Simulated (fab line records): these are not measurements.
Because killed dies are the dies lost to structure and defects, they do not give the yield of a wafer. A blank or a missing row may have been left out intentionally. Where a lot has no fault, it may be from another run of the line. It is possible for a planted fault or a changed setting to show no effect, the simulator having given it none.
fab line records + flow sky130
record
- lots=13
- wafers=39
- last-day=50
route steps=708 shown SPACER@305 SD_N@354 RES_XHIGH@360 LI_CONTACT@368
lots that met no fault: from a run of the same line without faults
start-h: start of the lot's first displayed wafer, in hours after the record's first day + wait-h: time in hours since the lot's previous step + " unchanged from the row above + L1.1+2: a single row standing in for several wafers + - no value, or no start given + * or withheld: withheld + < > ~ a bound
route shown NAME@n: NAME is a module with steps in the file, n the number in the route of the first one + usual: mean/standard deviation of fault-free wafers + same: alike in all rows + chamber/n: place in a boat + sites: the reading at each site + _std_site: how widely they spread, as a standard deviation + _edge_site: the outer-site mean with the inner-site mean subtracted + radius-mm: for every site, how far away it sits from the centre of the wafer + mask NAME#n: copy n + behind: tool/chamber where the wafer was last shaped + hold: the reason the lot was held/the length of the hold in hours/how it ended + device: whichever transistor did not switch (one of n, p or np) + end of line: the route-end tests of the same wafers + for a step that has no rows: nothing shown but its recipe + killed: dies lost to structure and defects at the first sort, not the wafer's yield + map: the dies of a wafer, with x for killed, . for not killed, _ for no die there
set.NAME: setting as actually run; set.NAME@STEP: the setting as run at that earlier step + model.NAME: the simulator's own value behind a step, which no gauge read
route steps across a sampled set of lots; one table per step, one row per wafer
services: when a tool's chamber went out of use (start-h, in hours from the record's first day, below 0 if earlier), for how many hours, and the reason
## steps
# step SKY_SPACER_THK_MEAS_01
# recipe
- reads=Si3N4_of_SPACER_CVD_00
# usual
- SPACER_CVD_00_THK=43.3/0.39
| lot.wafer | tool          | chamber | start-h | wait-h | SPACER_CVD_00_THK[nm] |
|-----------|---------------|---------|---------|--------|-----------------------|
| L581.1    | film-metro-01 | -       | 523.04  | 0.0    | 43.0                  |
| L581.4    | "             | -       | "       | "      | 43.0                  |
| L581.6    | "             | -       | "       | "      | 42.8                  |
| L582.1    | film-metro-01 | -       | 534.67  | 0.0    | 43.0                  |
| L582.2    | "             | -       | "       | "      | 42.9                  |
| L582.6    | "             | -       | "       | "      | 43.0                  |
| L583.3    | film-metro-03 | -       | 550.23  | 0.0    | 43.3                  |
| L583.5    | "             | -       | "       | "      | 43.7                  |
| L583.6    | "             | -       | "       | "      | 43.6                  |
| L586.1    | film-metro-03 | -       | 580.44  | 0.0    | 43.6                  |
| L586.2    | "             | -       | "       | "      | 43.8                  |
| L586.3    | "             | -       | "       | "      | 44.0                  |
| L588.1    | film-metro-03 | -       | 590.12  | 0.0    | 43.3                  |
| L588.2    | "             | -       | "       | "      | 43.2                  |
| L588.5    | "             | -       | "       | "      | 43.0                  |
| L589.2    | film-metro-03 | -       | 603.09  | 0.0    | 43.7                  |
| L589.5    | "             | -       | "       | "      | 43.5                  |
| L589.6    | "             | -       | "       | "      | 43.7                  |
| L591.2    | film-metro-04 | -       | 624.87  | 0.0    | 43.2                  |
| L591.3    | "             | -       | "       | "      | 42.9                  |
| L591.4    | "             | -       | "       | "      | 43.2                  |
| L592.1    | film-metro-04 | -       | 631.86  | 0.0    | 42.8                  |
| L592.4    | "             | -       | "       | "      | 42.9                  |
| L592.6    | "             | -       | "       | "      | 43.0                  |
| L593.1    | film-metro-01 | -       | 634.42  | 0.0    | 43.4                  |
| L593.4    | "             | -       | "       | "      | 43.5                  |
| L593.5    | "             | -       | "       | "      | 43.2                  |
| L595.2    | film-metro-03 | -       | 652.01  | 0.0    | 42.8                  |
| L595.3    | "             | -       | "       | "      | 43.2                  |
| L595.6    | "             | -       | "       | "      | 42.9                  |
| L601.2    | film-metro-01 | -       | 699.94  | 0.0    | 43.7                  |
| L601.3    | "             | -       | "       | "      | 43.6                  |
| L601.4    | "             | -       | "       | "      | 43.8                  |
| L603.1    | film-metro-01 | -       | 708.08  | 0.0    | 43.8                  |
| L603.3    | "             | -       | "       | "      | 43.8                  |
| L603.5    | "             | -       | "       | "      | 43.6                  |
| L604.1    | film-metro-04 | -       | 721.87  | 0.0    | 43.9                  |
| L604.2    | "             | -       | "       | "      | 43.6                  |
| L604.5    | "             | -       | "       | "      | 43.7                  |
# step SKY_SD_N_TW_MEAS_12
# usual
- SD_N_TW=3946/33
| lot.wafer | tool          | chamber | start-h | wait-h | SD_N_TW |
|-----------|---------------|---------|---------|--------|---------|
| L581.1    | film-metro-04 | -       | 642.13  | 0.1    | 3901    |
| L581.4    | "             | -       | "       | "      | 3912    |
| L581.6    | "             | -       | "       | "      | 3908    |
| L582.1    | film-metro-02 | -       | 651.71  | 0.1    | 3973    |
| L582.2    | "             | -       | "       | "      | 3944    |
| L582.6    | "             | -       | "       | "      | 3965    |
| L583.3    | film-metro-04 | -       | 665.75  | 0.1    | 3893    |
| L583.5    | "             | -       | "       | "      | 3898    |
| L583.6    | "             | -       | "       | "      | 3905    |
| L586.1    | film-metro-03 | -       | 695.88  | 0.1    | 3977    |
| L586.2    | "             | -       | "       | "      | 3985    |
| L586.3    | "             | -       | "       | "      | 3960    |
| L588.1    | film-metro-04 | -       | 704.98  | 0.1    | 3921    |
| L588.2    | "             | -       | "       | "      | 3912    |
| L588.5    | "             | -       | "       | "      | 3942    |
| L589.2    | film-metro-04 | -       | 718.18  | 0.1    | 3931    |
| L589.5    | "             | -       | "       | "      | 3911    |
| L589.6    | "             | -       | "       | "      | 3926    |
| L591.2    | film-metro-03 | -       | 737.63  | 0.1    | 3968    |
| L591.3    | "             | -       | "       | "      | 3993    |
| L591.4    | "             | -       | "       | "      | 3978    |
| L592.1    | film-metro-04 | -       | 745.42  | 0.1    | 3922    |
| L592.4    | "             | -       | "       | "      | 3891    |
| L592.6    | "             | -       | "       | "      | 3922    |
| L593.1    | film-metro-04 | -       | 747.28  | 0.1    | 3943    |
| L593.4    | "             | -       | "       | "      | 3938    |
| L593.5    | "             | -       | "       | "      | 3944    |
| L595.2    | film-metro-04 | -       | 763.14  | 0.1    | 3930    |
| L595.3    | "             | -       | "       | "      | 3920    |
| L595.6    | "             | -       | "       | "      | 3914    |
| L601.2    | film-metro-02 | -       | 809.33  | 0.1    | 3927    |
| L601.3    | "             | -       | "       | "      | 3904    |
| L601.4    | "             | -       | "       | "      | 3933    |
| L603.1    | film-metro-02 | -       | 815.96  | 0.1    | 3954    |
| L603.3    | "             | -       | "       | "      | 3966    |
| L603.5    | "             | -       | "       | "      | 3967    |
| L604.1    | film-metro-04 | -       | 830.26  | 0.1    | 3927    |
| L604.2    | "             | -       | "       | "      | 3936    |
| L604.5    | "             | -       | "       | "      | 3946    |
# step SKY_SD_N_RS_MEAS_18
# recipe
- thk-meas-gauge=four-point-probe
# usual
- RES_XHIGH_RS=333.5/1.3
| lot.wafer | tool          | chamber | start-h | wait-h | RES_XHIGH_RS[ohm/sq] |
|-----------|---------------|---------|---------|--------|----------------------|
| L581.1    | film-metro-03 | -       | 642.66  | 0.1    | 334.1                |
| L581.4    | "             | -       | "       | "      | 334.1                |
| L581.6    | "             | -       | "       | "      | 334.4                |
| L582.1    | film-metro-04 | -       | 652.24  | 0.1    | 334.2                |
| L582.2    | "             | -       | "       | "      | 334.4                |
| L582.6    | "             | -       | "       | "      | 333.4                |
| L583.3    | film-metro-02 | -       | 666.30  | 0.1    | 333.1                |
| L583.5    | "             | -       | "       | "      | 333.4                |
| L583.6    | "             | -       | "       | "      | 332.6                |
| L586.1    | film-metro-02 | -       | 696.41  | 0.1    | 334.3                |
| L586.2    | "             | -       | "       | "      | 335.4                |
| L586.3    | "             | -       | "       | "      | 335.0                |
| L588.1    | film-metro-03 | -       | 705.51  | 0.1    | 334.9                |
| L588.2    | "             | -       | "       | "      | 335.1                |
| L588.5    | "             | -       | "       | "      | 334.7                |
| L589.2    | film-metro-03 | -       | 718.71  | 0.1    | 331.2                |
| L589.5    | "             | -       | "       | "      | 332.6                |
| L589.6    | "             | -       | "       | "      | 332.1                |
| L591.2    | film-metro-02 | -       | 738.16  | 0.1    | 330.9                |
| L591.3    | "             | -       | "       | "      | 332.7                |
| L591.4    | "             | -       | "       | "      | 330.4                |
| L592.1    | film-metro-04 | -       | 745.99  | 0.1    | 333.2                |
| L592.4    | "             | -       | "       | "      | 333.7                |
| L592.6    | "             | -       | "       | "      | 334.4                |
| L593.1    | film-metro-04 | -       | 747.93  | 0.1    | 331.7                |
| L593.4    | "             | -       | "       | "      | 332.1                |
| L593.5    | "             | -       | "       | "      | 331.6                |
| L595.2    | film-metro-04 | -       | 763.68  | 0.1    | 334.6                |
| L595.3    | "             | -       | "       | "      | 335.2                |
| L595.6    | "             | -       | "       | "      | 333.5                |
| L601.2    | film-metro-04 | -       | 809.86  | 0.1    | 333.3                |
| L601.3    | "             | -       | "       | "      | 334.4                |
| L601.4    | "             | -       | "       | "      | 333.7                |
| L603.1    | film-metro-03 | -       | 816.49  | 0.1    | 332.0                |
| L603.3    | "             | -       | "       | "      | 331.5                |
| L603.5    | "             | -       | "       | "      | 333.1                |
| L604.1    | film-metro-03 | -       | 830.78  | 0.1    | 335.0                |
| L604.2    | "             | -       | "       | "      | 333.6                |
| L604.5    | "             | -       | "       | "      | 332.7                |
# step SKY_LI_CONTACT_COAT_06
# recipe
- resist=BARC
- temp-c=withheld
- time-s=withheld
- spin-rpm=3000
- resist-thk-nm=60
| lot.wafer  | tool           | chamber | start-h | wait-h |
|------------|----------------|---------|---------|--------|
| L581.1+4+6 | litho-track-03 | 0       | 657.80  | 0.1    |
| L582.1+2+6 | litho-track-01 | 0       | 666.59  | 0.1    |
| L583.3+5+6 | litho-track-02 | 0       | 680.28  | 0.1    |
| L586.1+2+3 | litho-track-02 | 0       | 710.88  | 0.1    |
| L588.1+2+5 | litho-track-01 | 0       | 719.64  | 0.1    |
| L589.2+5+6 | litho-track-03 | 0       | 732.53  | 0.1    |
| L591.2+3+4 | litho-track-03 | 0       | 752.38  | 0.1    |
| L592.1+4+6 | litho-track-02 | 0       | 759.78  | 0.1    |
| L593.1+4+5 | litho-track-03 | 0       | 761.35  | 0.1    |
| L595.2+3+6 | litho-track-03 | 0       | 777.78  | 0.1    |
| L601.2+3+4 | litho-track-01 | 0       | 823.82  | 0.1    |
| L603.1+3+5 | litho-track-01 | 0       | 830.35  | 0.1    |
| L604.1+2+5 | litho-track-02 | 0       | 844.23  | 0.1    |
# step SKY_LI_CONTACT_ETCH_14
# recipe
- chemistry=N2/H2
- target=BARC
- ion-energy-ev=200
- source-w=500
- bias-w=100
- pressure-mtorr=30
- n2-flow-sccm=100
- h2-flow-sccm=200
- stop-on=SiO2
- time-s=45.9
- target-depth-a=600
# usual
- drypump-motor-current-A=5.6/0.48
- h2-flow-sccm=200.0/0.56
- oes-product-au=0.854/0.0049
- throttle-valve-pct=13.225/0.0099
# same
- time-s=45.9
| lot.wafer | tool        | chamber | start-h | wait-h | drypump-motor-current-A | h2-flow-sccm | oes-product-au | rf-hours-counter-h | throttle-valve-pct |
|-----------|-------------|---------|---------|--------|-------------------------|--------------|----------------|--------------------|--------------------|
| L581.1    | rie-diel-04 | 2       | 672.08  | 0.0    | 6.6                     | 200.4        | 0.853          | 4                  | 13.228             |
| L581.4    | "           | 0       | "       | "      | 4.8                     | 200.5        | 0.846          | -                  | 13.242             |
| L581.6    | "           | 3       | "       | "      | 5.9                     | 200.5        | 0.850          | -                  | 13.218             |
| L582.1    | rie-diel-02 | 2       | 681.26  | 0.0    | 5.7                     | 200.2        | 0.856          | 11                 | 13.225             |
| L582.2    | "           | 1       | "       | "      | 5.4                     | 200.2        | 0.853          | 67                 | 13.226             |
| L582.6    | "           | 1       | "       | "      | 5.4                     | 199.6        | 0.855          | -                  | 13.241             |
| L583.3    | rie-diel-03 | 0       | 694.45  | 0.0    | 5.8                     | 199.7        | 0.845          | 2                  | 13.230             |
| L583.5    | "           | 1       | "       | "      | 5.9                     | 199.6        | 0.856          | -                  | 13.230             |
| L583.6    | "           | 0       | "       | "      | 5.8                     | 199.9        | 0.861          | -                  | 13.231             |
| L586.1    | rie-diel-04 | 2       | 724.91  | 0.0    | 6.6                     | 200.5        | 0.857          | 5                  | 13.236             |
| L586.2    | "           | 1       | "       | "      | 5.7                     | 200.0        | 0.855          | 7                  | 13.222             |
| L586.3    | "           | 0       | "       | "      | 4.8                     | 199.2        | 0.852          | 13                 | 13.236             |
| L588.1    | rie-diel-02 | 2       | 733.75  | 0.0    | 5.7                     | 199.1        | 0.854          | 13                 | 13.212             |
| L588.2    | "           | 3       | "       | "      | 5.1                     | 198.8        | 0.857          | 15                 | 13.225             |
| L588.5    | "           | 1       | "       | "      | 5.4                     | 200.2        | 0.844          | -                  | 13.226             |
| L589.2    | rie-diel-03 | 1       | 746.70  | 0.0    | 5.9                     | 200.7        | 0.870          | 20                 | 13.235             |
| L589.5    | "           | 0       | "       | "      | 5.8                     | 199.7        | 0.858          | -                  | 13.212             |
| L589.6    | "           | 3       | "       | "      | 6.0                     | 200.5        | 0.859          | -                  | 13.244             |
| L591.2    | rie-diel-02 | 1       | 766.26  | 0.0    | 5.4                     | 199.9        | 0.852          | 70                 | 13.235             |
| L591.3    | "           | 3       | "       | "      | 5.1                     | 200.3        | 0.849          | 16                 | 13.228             |
| L591.4    | "           | 3       | "       | "      | 5.1                     | 199.3        | 0.849          | -                  | 13.206             |
| L592.1    | rie-diel-02 | 2       | 773.61  | 0.0    | 5.7                     | 198.8        | 0.857          | 14                 | 13.239             |
| L592.4    | "           | 3       | "       | "      | 5.1                     | 200.4        | 0.854          | -                  | 13.244             |
| L592.6    | "           | 1       | "       | "      | 5.4                     | 200.1        | 0.857          | -                  | 13.226             |
| L593.1    | rie-diel-03 | 0       | 775.53  | 0.0    | 5.8                     | 199.2        | 0.845          | 4                  | 13.233             |
| L593.4    | "           | 2       | "       | "      | 4.9                     | 200.0        | 0.846          | 2                  | 13.231             |
| L593.5    | "           | 3       | "       | "      | 6.0                     | 200.3        | 0.854          | -                  | 13.217             |
| L595.2    | rie-diel-04 | 1       | 791.70  | 0.0    | 5.6                     | 200.4        | 0.865          | 9                  | 13.209             |
| L595.3    | "           | 2       | "       | "      | 6.6                     | 199.0        | 0.848          | 6                  | 13.230             |
| L595.6    | "           | 3       | "       | "      | 5.9                     | 200.0        | 0.855          | -                  | 13.226             |
| L601.2    | rie-diel-02 | 3       | 837.20  | 0.0    | 5.1                     | 200.2        | 0.851          | 19                 | 13.210             |
| L601.3    | "           | 1       | "       | "      | 5.4                     | 200.6        | 0.862          | 1                  | 13.226             |
| L601.4    | "           | 0       | "       | "      | 5.8                     | 199.7        | 0.817          | 7                  | 13.225             |
| L603.1    | rie-diel-03 | 2       | 843.86  | 0.0    | 4.9                     | 201.1        | 0.852          | 4                  | 13.233             |
| L603.3    | "           | 0       | "       | "      | 5.8                     | 200.4        | 0.851          | 6                  | 13.226             |
| L603.5    | "           | 1       | "       | "      | 5.9                     | 200.1        | 0.819          | -                  | 13.246             |
| L604.1    | rie-diel-02 | 2       | 857.50  | 0.0    | 5.7                     | 200.2        | 0.854          | 17                 | 13.230             |
| L604.2    | "           | 0       | "       | "      | 5.8                     | 199.8        | 0.844          | 7                  | 13.218             |
| L604.5    | "           | 2       | "       | "      | 5.7                     | 200.5        | 0.857          | -                  | 13.236             |
## services
| tool        | chamber | start-h | hours | kind           |
|-------------|---------|---------|-------|----------------|
| rie-diel-03 | 2       | 638.48  | 8.0   | repair         |
| rie-diel-02 | 0       | 645.13  | 132.0 | repair         |
| rie-diel-02 | 2       | 653.38  | 5.6   | repair         |
| rie-diel-03 | 2       | 661.11  | -     | clean          |
| rie-diel-03 | 2       | 661.11  | 19.9  | scheduled-down |
| rie-diel-03 | 2       | 661.11  | 19.9  | vent-cycle     |
| rie-diel-04 | 1       | 668.75  | 7.0   | repair         |
| rie-diel-02 | 3       | 669.21  | 1.9   | repair         |
| rie-diel-03 | -       | 678.53  | 0.4   | repair         |
| rie-diel-03 | 0       | 695.91  | 18.8  | repair         |
| rie-diel-04 | 0       | 759.84  | 5.6   | repair         |
| rie-diel-02 | 1       | 777.06  | 2.8   | repair         |
| rie-diel-02 | 1       | 779.86  | -     | clean          |
| rie-diel-02 | 1       | 779.86  | 26.6  | scheduled-down |
| rie-diel-02 | 1       | 779.86  | 26.6  | vent-cycle     |
| rie-diel-03 | 1       | 822.14  | 2.9   | repair         |
| rie-diel-02 | -       | 829.29  | 2.8   | pm             |
| rie-diel-03 | 1       | 830.01  | 5.3   | repair         |
| rie-diel-03 | -       | 847.79  | 1.0   | repair         |
| rie-diel-02 | 1       | 848.22  | 6.2   | repair         |
## key
first-sign
- step=SKY_LI_CONTACT_ETCH_14
- reading=oes-product-au
- direction=down
- sigmas=7.3
- usual=0.854
- struck=0.818
effect none on later readings
met-at SKY_LI_CONTACT_COAT_06
struck-lots L601,L603
struck-wafers L601.4,L603.5
tester-left-out L601,L603
not-acting-at SKY_SPACER_THK_MEAS_01,SKY_SD_N_TW_MEAS_12,SKY_SD_N_RS_MEAS_18
onset-between 719.64 823.82
fault
- kind=process-parameter-drift
- tool=litho-track-01
- chamber=-
- onset-h=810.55
- steps=SKY_LI_CONTACT_COAT_06
- channel=resist-thk-nm
- offset=-5.3743
- shape=step
- end-h=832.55
- scope=struck-wafers-only
- acts-in=these-recipes-only
- stated=60
# tester-left-out: of these lots the tester's yield and bins aren't shown, on N5 and GAA mostly nor the transistor test; their killed dies are dies lost to structure and defects alone, not to doping, threshold or leakage, so they don't give the yield
